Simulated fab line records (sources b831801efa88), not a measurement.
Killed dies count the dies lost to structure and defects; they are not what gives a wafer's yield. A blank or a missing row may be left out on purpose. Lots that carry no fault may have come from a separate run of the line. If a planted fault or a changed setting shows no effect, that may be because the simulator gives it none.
fab line records -- flow gf180mcu
record: lots: 12, wafers: 36, last-day: 34
route steps=602 shown STI@15 MVSD@73 VT_IMPLANT@110
lots that met no fault: taken from a fault-free run of the same line
start-h: hours from the record's first day to the start of the lot's first wafer shown -- wait-h: hours since the lot's step before -- " repeats the value in the row above -- L1.1+2: several wafers, shown together as one row -- - value missing, or start not given -- * or withheld: withheld -- < > ~ a bound
route shown NAME@n: names a module that has steps shown in the file, with the first one's number in the route -- usual: mean/standard deviation taken from wafers without a fault -- same: alike in all rows -- chamber/n: place in a boat -- sites: per-site readings -- _std_site: their standard deviation -- _edge_site: inner sites' mean taken away from outer sites' mean -- radius-mm: for every site, how far away it sits from the centre of the wafer -- mask NAME#n: copy n -- behind: the tool/chamber that last shaped the wafer -- hold: reason for holding the lot/hours on hold/outcome of the hold -- device: transistor that didn't switch, given as n, p or np -- end of line: the same wafers' tests at the end of the route -- where a step has no rows: the recipe by itself -- killed: dies that structure and defects cost at the first sort, which is not the same as the wafer's yield -- map: dies across one wafer; x = killed, . = not, _ = none there
set.NAME: the setting as run; set.NAME@STEP: as run at that earlier step -- model.NAME: the simulator's own value behind a step, which no gauge read
steps of the route over a sample of lots; a table a step, a row a wafer
services: a tool's chamber out of use, with start hour (start-h, from the record's first day; less than 0 if before it), hours out, and reason
== steps ==
step: GF_STI_ETCH_14
recipe: target: Si, chemistry: HBr/Cl2/O2, target-depth-nm: 360, icp-w: 600, bias-w: 150, pressure-mtorr: 15, HBr_flow_sccm: 150, Cl2_flow_sccm: 40, O2_flow_sccm: 6, time-s: 102.9
usual: drypump-motor-current-A: 5.6/0.53, oes-product-au: 0.996/0.0088, throttle-valve-pct: 25.657/0.0091
lot.wafer,tool,chamber,start-h,wait-h,drypump-motor-current-A,oes-product-au,rf-hours-counter-h,throttle-valve-pct
L144.1,rie-si-01,3,31.67,0.0,5.0,1.011,151,25.659
L144.2,rie-si-01,2,31.67,0.0,4.9,0.986,89,25.685
L144.4,rie-si-01,0,31.67,0.0,6.3,0.978,123,25.668
L145.1,rie-si-02,2,36.52,0.0,5.7,0.996,106,25.664
L145.3,rie-si-02,1,36.52,0.0,5.1,0.996,40,25.665
L145.4,rie-si-02,3,36.52,0.0,6.3,0.997,157,25.647
L148.1,rie-si-01,1,50.07,0.0,5.4,0.988,75,25.650
L148.4,rie-si-01,3,50.07,0.0,5.0,1.015,151,25.652
L148.6,rie-si-01,0,50.07,0.0,6.2,1.004,-,25.652
L149.1,rie-si-01,3,55.77,0.0,5.0,1.003,151,25.644
L149.2,rie-si-01,0,55.77,0.0,6.2,0.995,124,25.643
L149.3,rie-si-01,1,55.77,0.0,5.4,0.997,75,25.657
L150.1,rie-si-01,0,63.17,0.0,6.3,0.989,124,25.654
L150.3,rie-si-01,2,63.17,0.0,4.9,0.991,89,25.660
L150.4,rie-si-01,1,63.17,0.0,5.3,1.002,76,25.673
L151.1,rie-si-01,2,66.52,0.0,4.9,0.988,89,25.662
L151.4,rie-si-01,1,66.52,0.0,5.3,0.994,76,25.652
L151.6,rie-si-01,3,66.52,0.0,5.0,1.007,-,25.662
L158.2,rie-si-01,1,102.72,0.0,5.4,0.984,76,25.670
L158.3,rie-si-01,0,102.72,0.0,6.3,0.993,124,25.651
L158.6,rie-si-01,1,102.72,0.0,5.4,0.990,-,25.643
L160.2,rie-si-02,0,112.52,0.0,6.2,0.999,34,25.663
L160.3,rie-si-02,1,112.52,0.0,5.2,0.988,40,25.652
L160.5,rie-si-02,1,112.52,0.0,5.1,0.983,-,25.658
L162.2,rie-si-02,2,123.62,0.0,5.7,1.015,107,25.637
L162.3,rie-si-02,3,123.62,0.0,6.3,0.998,0,25.659
L162.4,rie-si-02,1,123.62,0.0,5.2,0.998,41,25.661
L163.2,rie-si-01,3,128.62,0.0,5.0,1.017,0,25.638
L163.3,rie-si-01,0,128.62,0.0,6.2,0.996,124,25.663
L163.6,rie-si-01,3,128.62,0.0,5.0,1.029,-,25.646
L165.2,rie-si-02,3,139.02,0.0,6.3,1.007,1,25.647
L165.3,rie-si-02,2,139.02,0.0,5.7,1.006,107,25.655
L165.4,rie-si-02,0,139.02,0.0,6.2,0.988,34,25.658
L166.1,rie-si-02,1,144.47,0.0,5.1,0.992,41,25.653
L166.3,rie-si-02,0,144.47,0.0,6.2,0.970,34,25.663
L166.4,rie-si-02,3,144.47,0.0,6.3,0.993,1,25.656
step: GF_MVSD_OVL_MEAS_07
usual: MVSD_OVL: -1.4/1.5
lot.wafer,tool,chamber,start-h,wait-h,MVSD_OVL[nm]
L144.1,overlay-02,-,88.52,-,-0.2
L144.2,overlay-02,-,88.52,-,-0.3
L144.4,overlay-02,-,88.52,-,0.9
L145.1,overlay-02,-,93.72,-,1.0
L145.3,overlay-02,-,93.72,-,0.7
L145.4,overlay-02,-,93.72,-,0.4
L148.1,overlay-02,-,109.52,-,-3.7
L148.4,overlay-02,-,109.52,-,-2.4
L148.6,overlay-02,-,109.52,-,-1.7
L149.1,overlay-02,-,115.72,-,-3.5
L149.2,overlay-02,-,115.72,-,-0.9
L149.3,overlay-02,-,115.72,-,-1.4
L150.1,overlay-01,-,125.62,-,-1.7
L150.3,overlay-01,-,125.62,-,-0.5
L150.4,overlay-01,-,125.62,-,-1.7
L151.1,overlay-01,-,127.22,-,-2.9
L151.4,overlay-01,-,127.22,-,-4.2
L151.6,overlay-01,-,127.22,-,-1.6
L158.2,overlay-01,-,170.42,-,-3.9
L158.3,overlay-01,-,170.42,-,-0.2
L158.6,overlay-01,-,170.42,-,-1.1
L160.2,overlay-02,-,180.47,-,-1.6
L160.3,overlay-02,-,180.47,-,-1.7
L160.5,overlay-02,-,180.47,-,-4.2
L162.2,overlay-02,-,193.15,-,-1.0
L162.3,overlay-02,-,193.15,-,0.7
L162.4,overlay-02,-,193.15,-,0.7
L163.2,overlay-02,-,198.22,-,1.9
L163.3,overlay-02,-,198.22,-,0.1
L163.6,overlay-02,-,198.22,-,1.4
L165.2,overlay-02,-,210.42,-,-3.2
L165.3,overlay-02,-,210.42,-,-3.3
L165.4,overlay-02,-,210.42,-,0.4
L166.1,overlay-02,-,217.07,-,-1.9
L166.3,overlay-02,-,217.07,-,-3.5
L166.4,overlay-02,-,217.07,-,-1.7
step: GF_MVSD_IMPLANT_09
recipe: species: P, energy-kev: 100, dose-cm2: 5e+12, tilt-deg: 0
usual: dose-ions-cm2: 5e+12/5.5e+09, faraday-current-uA: 28.2/0.6
lot.wafer,tool,chamber,start-h,wait-h,dose-ions-cm2,faraday-current-uA
L144.1,implanter-02,0,88.71,0.1,5.006e+12,28.4
L144.2,implanter-02,0,88.71,0.1,5.002e+12,28.9
L144.4,implanter-02,0,88.71,0.1,4.998e+12,27.2
L145.1,implanter-02,0,93.91,0.1,4.998e+12,28.2
L145.3,implanter-02,0,93.91,0.1,5e+12,28.0
L145.4,implanter-02,0,93.91,0.1,4.999e+12,28.0
L148.1,implanter-03,0,109.70,0.1,4.998e+12,28.8
L148.4,implanter-03,0,109.70,0.1,5.001e+12,28.4
L148.6,implanter-03,0,109.70,0.1,5e+12,28.1
L149.1,implanter-02,0,115.90,0.1,8.725e+12,48.4
L149.2,implanter-02,0,115.90,0.1,8.736e+12,48.6
L149.3,implanter-02,0,115.90,0.1,8.738e+12,47.7
L150.1,implanter-02,0,125.81,0.1,8.726e+12,49.0
L150.3,implanter-02,0,125.81,0.1,8.745e+12,48.1
L150.4,implanter-02,0,125.81,0.1,8.743e+12,48.1
L151.1,implanter-02,0,127.41,0.1,8.734e+12,48.6
L151.4,implanter-02,0,127.41,0.1,8.729e+12,48.7
L151.6,implanter-02,0,127.41,0.1,8.727e+12,50.4
L158.2,implanter-01,0,170.63,0.1,5.003e+12,27.8
L158.3,implanter-01,0,170.63,0.1,5.006e+12,29.0
L158.6,implanter-01,0,170.63,0.1,5.004e+12,27.4
L160.2,implanter-03,0,180.68,0.1,4.992e+12,29.0
L160.3,implanter-03,0,180.68,0.1,4.989e+12,28.5
L160.5,implanter-03,0,180.68,0.1,5.002e+12,27.7
L162.2,implanter-02,0,193.36,0.1,4.995e+12,29.5
L162.3,implanter-02,0,193.36,0.1,4.991e+12,28.1
L162.4,implanter-02,0,193.36,0.1,5e+12,28.0
L163.2,implanter-01,0,198.43,0.1,5.013e+12,28.8
L163.3,implanter-01,0,198.43,0.1,5.013e+12,27.6
L163.6,implanter-01,0,198.43,0.1,5.003e+12,28.2
L165.2,implanter-03,0,210.63,0.1,5.008e+12,28.8
L165.3,implanter-03,0,210.63,0.1,4.998e+12,27.7
L165.4,implanter-03,0,210.63,0.1,5.002e+12,27.6
L166.1,implanter-01,0,217.25,0.1,5.002e+12,27.8
L166.3,implanter-01,0,217.25,0.1,5.007e+12,28.6
L166.4,implanter-01,0,217.25,0.1,4.998e+12,27.9
step: GF_MVSD_TW_MEAS_11
usual: MVSD_TW: 1593/9
lot.wafer,tool,chamber,start-h,wait-h,MVSD_TW
L144.1,film-metro-02,-,88.96,0.1,1574
L144.2,film-metro-02,-,88.96,0.1,1586
L144.4,film-metro-02,-,88.96,0.1,1586
L145.1,film-metro-02,-,94.16,0.1,1573
L145.3,film-metro-02,-,94.16,0.1,1583
L145.4,film-metro-02,-,94.16,0.1,1578
L148.1,film-metro-02,-,109.95,0.1,1595
L148.4,film-metro-02,-,109.95,0.1,1588
L148.6,film-metro-02,-,109.95,0.1,1593
L149.1,film-metro-02,-,116.15,0.1,1639
L149.2,film-metro-02,-,116.15,0.1,1645
L149.3,film-metro-02,-,116.15,0.1,1641
L150.1,film-metro-01,-,126.06,0.1,1656
L150.3,film-metro-01,-,126.06,0.1,1642
L150.4,film-metro-01,-,126.06,0.1,1652
L151.1,film-metro-02,-,127.66,0.1,1634
L151.4,film-metro-02,-,127.66,0.1,1634
L151.6,film-metro-02,-,127.66,0.1,1636
L158.2,film-metro-03,-,170.86,0.1,1603
L158.3,film-metro-03,-,170.86,0.1,1598
L158.6,film-metro-03,-,170.86,0.1,1600
L160.2,film-metro-01,-,180.91,0.1,1579
L160.3,film-metro-01,-,180.91,0.1,1588
L160.5,film-metro-01,-,180.91,0.1,1582
L162.2,film-metro-03,-,193.59,0.1,1600
L162.3,film-metro-03,-,193.59,0.1,1603
L162.4,film-metro-03,-,193.59,0.1,1598
L163.2,film-metro-03,-,198.66,0.1,1598
L163.3,film-metro-03,-,198.66,0.1,1603
L163.6,film-metro-03,-,198.66,0.1,1597
L165.2,film-metro-01,-,210.86,0.1,1582
L165.3,film-metro-01,-,210.86,0.1,1587
L165.4,film-metro-01,-,210.86,0.1,1583
L166.1,film-metro-02,-,217.50,0.1,1581
L166.3,film-metro-02,-,217.50,0.1,1586
L166.4,film-metro-02,-,217.50,0.1,1588
step: GF_VT_IMPLANT_STRIP_20
recipe: chemistry: O2/N2, power-w: 1400, pressure-mtorr: 1500, platen-temp-c: 250, o2-flow-sccm: 3000, n2-flow-sccm: 300, overash-fraction: 0.5
usual: drypump-motor-current-A: 5.8/0.49, heater-power-w: 332/28, o2-flow-sccm: 2999/9.6, oes-product-au: 0.716/0.0046, platen-temp-c: 250.00/0.18, strip-time-to-endpoint-s: 12.62/0.035
lot.wafer,tool,chamber,start-h,wait-h,drypump-motor-current-A,heater-power-w,o2-flow-sccm,oes-product-au,platen-temp-c,rf-hours-counter-h,strip-time-to-endpoint-s
L144.1,plasma-asher-01,1,132.15,0.1,5.2,302,3004,0.718,249.99,47,12.70
L144.2,plasma-asher-01,0,132.15,0.1,5.6,344,3010,0.711,250.25,47,12.65
L144.4,plasma-asher-01,1,132.15,0.1,5.2,301,2982,0.716,249.67,-,12.62
L145.1,plasma-asher-01,0,138.65,0.1,5.6,332,2993,0.718,249.59,48,12.65
L145.3,plasma-asher-01,0,138.65,0.1,5.6,340,2979,0.714,249.77,-,12.66
L145.4,plasma-asher-01,1,138.65,0.1,5.2,296,3000,0.712,250.30,-,12.64
L148.1,plasma-asher-04,0,156.10,0.1,5.8,312,3006,0.725,250.02,38,12.63
L148.4,plasma-asher-04,0,156.10,0.1,5.8,321,3002,0.725,249.98,-,12.66
L148.6,plasma-asher-04,0,156.10,0.1,5.8,324,2998,0.714,249.87,-,12.67
L149.1,plasma-asher-01,1,163.45,0.1,5.2,300,3007,0.714,250.02,50,12.59
L149.2,plasma-asher-01,0,163.45,0.1,5.6,333,2997,0.713,249.94,50,12.60
L149.3,plasma-asher-01,0,163.45,0.1,5.6,343,2984,0.716,250.18,-,12.56
L150.1,plasma-asher-02,0,173.75,0.1,5.8,358,2989,0.718,249.94,55,12.63
L150.3,plasma-asher-02,0,173.75,0.1,5.8,355,2983,0.718,250.03,-,12.58
L150.4,plasma-asher-02,1,173.75,0.1,6.6,309,3004,0.723,250.07,-,12.61
L151.1,plasma-asher-04,0,175.35,0.1,5.8,322,3008,0.718,250.18,40,12.63
L151.4,plasma-asher-04,1,175.35,0.1,6.2,372,2998,0.714,249.77,-,12.62
L151.6,plasma-asher-04,0,175.35,0.1,5.8,327,3014,0.724,250.44,-,12.61
L158.2,plasma-asher-01,0,222.80,0.1,5.6,341,3000,0.706,249.87,56,12.57
L158.3,plasma-asher-01,0,222.80,0.1,5.6,346,2992,0.711,249.76,-,12.65
L158.6,plasma-asher-01,0,222.80,0.1,5.6,339,3021,0.724,249.94,-,12.57
L160.2,plasma-asher-02,1,233.60,0.1,6.7,307,3004,0.713,250.32,62,12.69
L160.3,plasma-asher-02,1,233.60,0.1,6.7,310,3004,0.709,250.12,-,12.64
L160.5,plasma-asher-02,0,233.60,0.1,5.8,345,2995,0.706,250.40,-,12.66
L162.2,plasma-asher-04,0,247.25,0.1,5.8,342,2996,0.711,250.36,47,12.65
L162.3,plasma-asher-04,1,247.25,0.1,6.2,389,3023,0.717,249.87,-,12.66
L162.4,plasma-asher-04,0,247.25,0.1,5.8,331,3000,0.713,249.80,-,12.64
L163.2,plasma-asher-02,1,253.05,0.1,6.7,308,2994,0.708,249.96,64,12.68
L163.3,plasma-asher-02,0,253.05,0.1,5.8,345,2998,0.715,250.18,-,12.65
L163.6,plasma-asher-02,1,253.05,0.1,6.7,307,2993,0.721,249.97,-,12.69
L165.2,plasma-asher-04,1,264.75,0.1,6.2,390,2995,0.710,249.92,49,12.65
L165.3,plasma-asher-04,1,264.75,0.1,6.2,389,3005,0.714,249.79,-,12.64
L165.4,plasma-asher-04,0,264.75,0.1,5.8,322,3003,0.724,249.98,-,12.64
L166.1,plasma-asher-02,1,272.05,0.1,6.7,313,2999,0.716,249.99,66,12.59
L166.3,plasma-asher-02,1,272.05,0.1,6.7,312,2999,0.723,250.18,-,12.67
L166.4,plasma-asher-02,0,272.05,0.1,5.8,343,3004,0.719,249.92,-,12.66
step: GF_VT_IMPLANT_RS_MEAS_46
recipe: thk-meas-gauge: four-point-probe
usual: MVSD_RS: 456.4/1.1
lot.wafer,tool,chamber,start-h,wait-h,MVSD_RS[ohm/sq]
L144.1,film-metro-02,-,164.76,0.1,456.1
L144.2,film-metro-02,-,164.76,0.1,454.9
L144.4,film-metro-02,-,164.76,0.1,456.4
L145.1,film-metro-03,-,171.61,0.1,457.0
L145.3,film-metro-03,-,171.61,0.1,457.2
L145.4,film-metro-03,-,171.61,0.1,456.9
L148.1,film-metro-01,-,189.56,0.1,456.7
L148.4,film-metro-01,-,189.56,0.1,456.6
L148.6,film-metro-01,-,189.56,0.1,456.0
L149.1,film-metro-03,-,196.96,0.1,412.1
L149.2,film-metro-03,-,196.96,0.1,411.9
L149.3,film-metro-03,-,196.96,0.1,413.6
L150.1,film-metro-03,-,208.97,0.1,411.6
L150.3,film-metro-03,-,208.97,0.1,411.9
L150.4,film-metro-03,-,208.97,0.1,411.5
L151.1,film-metro-02,-,210.41,0.1,412.4
L151.4,film-metro-02,-,210.41,0.1,413.3
L151.6,film-metro-02,-,210.41,0.1,412.7
L158.2,film-metro-02,-,259.73,0.1,457.0
L158.3,film-metro-02,-,259.73,0.1,458.5
L158.6,film-metro-02,-,259.73,0.1,457.1
L160.2,film-metro-03,-,270.13,0.1,456.6
L160.3,film-metro-03,-,270.13,0.1,456.3
L160.5,film-metro-03,-,270.13,0.1,456.7
L162.2,film-metro-01,-,284.69,0.1,456.3
L162.3,film-metro-01,-,284.69,0.1,456.1
L162.4,film-metro-01,-,284.69,0.1,455.5
L163.2,film-metro-01,-,291.88,0.1,456.1
L163.3,film-metro-01,-,291.88,0.1,456.2
L163.6,film-metro-01,-,291.88,0.1,456.6
L165.2,film-metro-01,-,304.13,0.1,455.2
L165.3,film-metro-01,-,304.13,0.1,455.7
L165.4,film-metro-01,-,304.13,0.1,455.7
L166.1,film-metro-03,-,313.31,0.1,456.3
L166.3,film-metro-03,-,313.31,0.1,458.2
L166.4,film-metro-03,-,313.31,0.1,455.5
== services ==
tool,chamber,start-h,hours,kind
plasma-asher-04,-,34.75,1.2,repair
plasma-asher-04,-,38.60,1.3,repair
implanter-01,-,39.31,3.9,repair
implanter-02,-,64.98,2.0,repair
implanter-03,-,65.00,0.8,repair
implanter-02,-,65.23,2.9,repair
rie-si-01,3,78.60,-,clean
rie-si-01,3,78.60,28.6,scheduled-down
rie-si-01,3,78.60,28.6,vent-cycle
plasma-asher-04,-,157.80,1.8,repair
rie-si-01,1,171.44,18.1,repair
implanter-01,-,188.22,8.9,pm
rie-si-01,2,190.14,5.5,repair
plasma-asher-04,-,191.20,8.5,repair
rie-si-02,2,198.93,3.4,repair
implanter-01,-,202.49,3.7,repair
implanter-01,-,210.92,2.4,repair
rie-si-02,1,224.30,18.3,repair
implanter-01,-,240.44,2.3,repair
implanter-02,-,241.01,0.8,repair
rie-si-02,0,243.71,10.4,repair
implanter-02,-,254.89,5.4,pm
plasma-asher-02,-,259.01,2.8,pm
rie-si-02,3,265.82,2.5,repair
== key ==
first-sign: step: GF_MVSD_IMPLANT_09, reading: dose-ions-cm2, direction: up, sigmas: 99+, usual: 5e+12, struck: 8.734e+12
effect: step: GF_MVSD_IMPLANT_09, reading: faraday-current-uA, direction: up, sigmas: 34, usual: 28.2, struck: 48.6
effect: step: GF_MVSD_TW_MEAS_11, reading: MVSD_TW, direction: up, sigmas: 5.5, usual: 1593, struck: 1642
effect: step: GF_VT_IMPLANT_RS_MEAS_46, reading: MVSD_RS, direction: down, sigmas: 41, usual: 456.4, struck: 412.3
met-at GF_MVSD_IMPLANT_09
struck-lots L149,L150,L151
tester-left-out L149,L150,L151
not-acting-at GF_STI_ETCH_14,GF_MVSD_OVL_MEAS_07,GF_VT_IMPLANT_STRIP_20
onset-between 93.91 115.90
fault: kind: process-parameter-drift, tool: implanter-02, chamber: -, onset-h: 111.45, steps: GF_MVSD_IMPLANT_09, channel: dose-cm2, offset: 3.732e+12, shape: step, end-h: 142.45, acts-in: these-recipes-only, stated: 5e+12
tester-left-out: of these lots the tester's yield and bins aren't shown, on N5 and GAA mostly nor the transistor test; their killed dies are dies lost to structure and defects alone, not to doping, threshold or leakage, so they don't give the yield
